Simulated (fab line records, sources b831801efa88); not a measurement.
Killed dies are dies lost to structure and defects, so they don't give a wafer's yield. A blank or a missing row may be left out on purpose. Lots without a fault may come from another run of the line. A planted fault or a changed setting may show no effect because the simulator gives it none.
A struck lot beside a sound one | flow sky130 | 23 steps out of a route of 708
Sound: wafers L890.1, L890.3, L890.4. Struck: wafers L881.2, L881.3, L881.4. The cause comes at the end.
At each step with rows: each side's tool, then ch and its chambers, then its first start. Under that, the readings that differ: sound wafers | struck wafers | difference of the means | sigmas: that difference in standard deviations of wafers without a fault.
alike: readings whose means differ by less than 2 such deviations, and words and numbers that are the same on both sides. not compared: withheld readings, readings that some wafer has no value for, bounds like >300 that may hide the same value, and numbers for which the record gives no deviation and whose values overlap.
The two part at a step that has a row with sigmas, a row that says differs or no value, or rows on one side only. Numbers that don't overlap but have no deviation are shown without sigmas and don't part them. A reading that every wafer of one side lacks parts them only if that side has two wafers or more.

first, 9 steps without rows for these wafers: SKY_METAL2_DEVELOP_14 (develop time 60 s); SKY_METAL2_DESCUM_17 (chemistry O2, time 8 s); SKY_METAL2_ETCH_18 (etches BARC in N2/H2, stops on SiO2, time 45.9 s, target depth 60 nm); SKY_METAL2_METAL_ETCH_19 (etches the open film in Cl2/BCl3, stops on SiO2, target depth 360 nm, time 78 s); SKY_METAL2_STRIP_20 (strips in O2/N2); SKY_METAL2_STRIP_21 (strips in post etch residue remover, time 1200 s); SKY_METAL2_CLEAN_22 (cleans in IPA, time 180 s); SKY_METAL2_CLEAN_23 (cleans in O3/DIW); SKY_VIA2_HDPCVD_00 (deposits SiO2, target thk 1180 nm, time 196.7 s).
SKY_VIA2_CMP_02: polishes SiO2.
  sound on cmp-02 ch 0,2,3, day 41 21:51; struck on cmp-02 ch 1,2,3, day 38 17:17
  reading          | sound             | struck            | difference | sigmas
  platen_rpm (rpm) | 59.95 60.02 60.01 | 54.02 53.98 53.94 | -6.01      | -99 or more
  alike: motor_current_A
then, 7 steps without rows for these wafers: SKY_VIA2_DEHYDRATE_04 (time 60 s); SKY_VIA2_HMDS_05 (prime time 60 s); SKY_VIA2_COAT_06 (resist thk 60 nm); SKY_VIA2_COAT_07 (resist thk 450 nm); SKY_VIA2_SOFTBAKE_08 (time 90 s); SKY_VIA2_EXPOSE_09 (exposes mask VIM2, target cd 200 nm); SKY_VIA2_PEB_10.
SKY_VIA2_DEVELOP_11: develop time 60 s.
  sound on litho_track-01 ch 0; struck on litho_track-01 ch 0
  reading               | sound             | struck            | difference | sigmas
  model.VIA2.cd_nm (nm) | 200.2 201.7 199.8 | 207.4 206.7 206.6 | +6.3       |
SKY_VIA2_CD_MEAS_12: target cd 200 nm.
  sound on cd_sem-02, day 42 21:25; struck on cd_sem-01, day 39 18:08
  reading    | sound             | struck            | difference | sigmas
  cd_nm (nm) | 199.8 201.7 199.9 | 207.6 207.0 207.0 | +6.7       | +5
then, 1 step without rows for these wafers: SKY_VIA2_ETCH_14 (etches BARC in N2/H2, stops on SiO2, time 45.9 s, target depth 60 nm).
SKY_VIA2_ETCH_15: etches SiO2 in C4F8/O2/Ar, stops on TiN, target depth 546 nm, time 84 s.
  sound on rie_diel-03 ch 0,2,3, day 42 21:37; struck on rie_diel-03 ch 1,2,3, day 39 18:19
  alike: oes_product_au
  not compared: rf_hours_counter_h, model.VIA2.cd_nm
then, 1 step without rows for these wafers: SKY_VIA2_STRIP_16 (strips in O2/N2).
-- the record jumps here: 9 days lie between the struck wafers' starts before and after (it left off in module VIA2 and takes up again in module PAD_OPEN, whose first step shown is number 708 of the route) --
SKY_PAD_OPEN_PROBE_99:
  sound on prober-02, day 50 19:52; struck on prober-02, day 48 13:01
  alike: defect_limited_yield, killed_at_M0_to_M3, killed_at_M4_up, killed_at_contacts, killed_at_front_end, killed_at_other, killed_dies, killed_open, killed_short, sort_bin_3_pad_short, sort_bin_5_function, sort_bin_6_memory, sort_n_pass, sort_yield_pct
  not compared: model.etest.via2_chain.rc_ohm

WHERE THEY PART
First at SKY_VIA2_CMP_02; last, within this record, at SKY_VIA2_CD_MEAS_12. Later steps at which nothing parts them and some readings are alike: SKY_VIA2_ETCH_15, SKY_PAD_OPEN_PROBE_99.

WHY: what the simulator had put in
Process parameter drift: cmp-02, from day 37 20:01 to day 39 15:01, at SKY_VIA2_CMP_02. Setting platen_rpm, moved by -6, from 60. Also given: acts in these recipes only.
